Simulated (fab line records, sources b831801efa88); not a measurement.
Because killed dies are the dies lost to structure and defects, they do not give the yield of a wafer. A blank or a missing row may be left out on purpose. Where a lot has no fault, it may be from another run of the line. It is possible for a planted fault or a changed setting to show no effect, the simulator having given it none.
Chamber matching :: flow sky130 :: 4 sister chambers for SKY_LI_CONTACT_CMP_24 on cmp-01
The step polishes, stops on PSG, t overpolish 20 s, target thk 0 nm. 14 wafers are shown with their chamber, then 7 later ones without.

## WAFERS WITH THEIR CHAMBER
wafer: L393.2
chamber: 0
motorCurrentA (A): 12.6
overpolishRunS (s): 19.998
timeToEndpointS (s): 106

wafer: L393.3
chamber: 2
motorCurrentA (A): 8.8
overpolishRunS (s): 20.000
timeToEndpointS (s): 107

wafer: L393.6
chamber: 1
motorCurrentA (A): 9.5
overpolishRunS (s): 19.994
timeToEndpointS (s): 105

wafer: L398.3
chamber: 2
motorCurrentA (A): 8.6
overpolishRunS (s): 20.010
timeToEndpointS (s): 109

wafer: L398.4
chamber: 0
motorCurrentA (A): 11.9
overpolishRunS (s): 20.011
timeToEndpointS (s): 110

wafer: L398.5
chamber: 3
motorCurrentA (A): 9.5
overpolishRunS (s): 19.995
timeToEndpointS (s): 101

wafer: L399.3
chamber: 0
motorCurrentA (A): 12.2
overpolishRunS (s): 20.008
timeToEndpointS (s): 106

wafer: L399.4
chamber: 3
motorCurrentA (A): 9.1
overpolishRunS (s): 20.009
timeToEndpointS (s): 105

wafer: L399.5
chamber: 3
motorCurrentA (A): 9.2
overpolishRunS (s): 20.001
timeToEndpointS (s): 105

wafer: L401.1
chamber: 2
motorCurrentA (A): 8.7
overpolishRunS (s): 20.003
timeToEndpointS (s): 109

wafer: L401.5
chamber: 3
motorCurrentA (A): 9.6
overpolishRunS (s): 19.999
timeToEndpointS (s): 106

wafer: L401.6
chamber: 0
motorCurrentA (A): 11.9
overpolishRunS (s): 20.000
timeToEndpointS (s): 103

wafer: L413.3
chamber: 0
motorCurrentA (A): 11.7
overpolishRunS (s): 19.999
timeToEndpointS (s): 104

wafer: L413.4
chamber: 1
motorCurrentA (A): 9.4
overpolishRunS (s): 19.991
timeToEndpointS (s): 106

SIGNATURES (means of the wafers above)
reading: motorCurrentA
chamber 0: 12.060
chamber 1: 9.450
chamber 2: 8.700
chamber 3: 9.350
scatter within a chamber: 0.262

reading: overpolishRunS
chamber 0: 20.00320
chamber 1: 19.99250
chamber 2: 20.00433
chamber 3: 20.00100
scatter within a chamber: 0.00548

reading: timeToEndpointS
chamber 0: 105.80
chamber 1: 105.50
chamber 2: 108.33
chamber 3: 104.25
scatter within a chamber: 2.16
Rule: a wafer's distance from a chamber is the root of the sum, over the readings, of the square of ((its reading less the chamber's mean) divided by the reading's scatter). The wafer belongs to the nearest chamber; if the next one is less than 2 further off, it can't be placed. The scatter is the square root of a quotient: the sum, over the shown wafers, of each reading's squared deviation from its chamber's mean, divided by wafers minus chambers.

## WAFERS WITH NO CHAMBER GIVEN
wafer: L413.5
motorCurrentA (A): 9.9
overpolishRunS (s): 20.016
timeToEndpointS (s): 101

wafer: L414.1
motorCurrentA (A): 9.6
overpolishRunS (s): 20.021
timeToEndpointS (s): 108

wafer: L414.3
motorCurrentA (A): 12.1
overpolishRunS (s): 20.004
timeToEndpointS (s): 103

wafer: L414.6
motorCurrentA (A): 9.7
overpolishRunS (s): 20.001
timeToEndpointS (s): 105

wafer: L415.1
motorCurrentA (A): 12.1
overpolishRunS (s): 19.997
timeToEndpointS (s): 103

wafer: L415.2
motorCurrentA (A): 8.8
overpolishRunS (s): 20.012
timeToEndpointS (s): 113

wafer: L415.4
motorCurrentA (A): 9.7
overpolishRunS (s): 19.990
timeToEndpointS (s): 104

## WHICH CHAMBER EACH ONE RAN IN
wafer: L413.5
from the rows above: can't be placed: 3 or 1
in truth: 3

wafer: L414.1
from the rows above: can't be placed: 3 or 2 or 1
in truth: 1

wafer: L414.3
from the rows above: 0
in truth: 0

wafer: L414.6
from the rows above: can't be placed: 3 or 1
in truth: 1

wafer: L415.1
from the rows above: 0
in truth: 0

wafer: L415.2
from the rows above: 2
in truth: 2

wafer: L415.4
from the rows above: can't be placed: 1 or 3
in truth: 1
Placed correctly: 3 of 7. These rows do not allow placing 4 (true chamber among the candidates in 4). 0 placed wrongly.
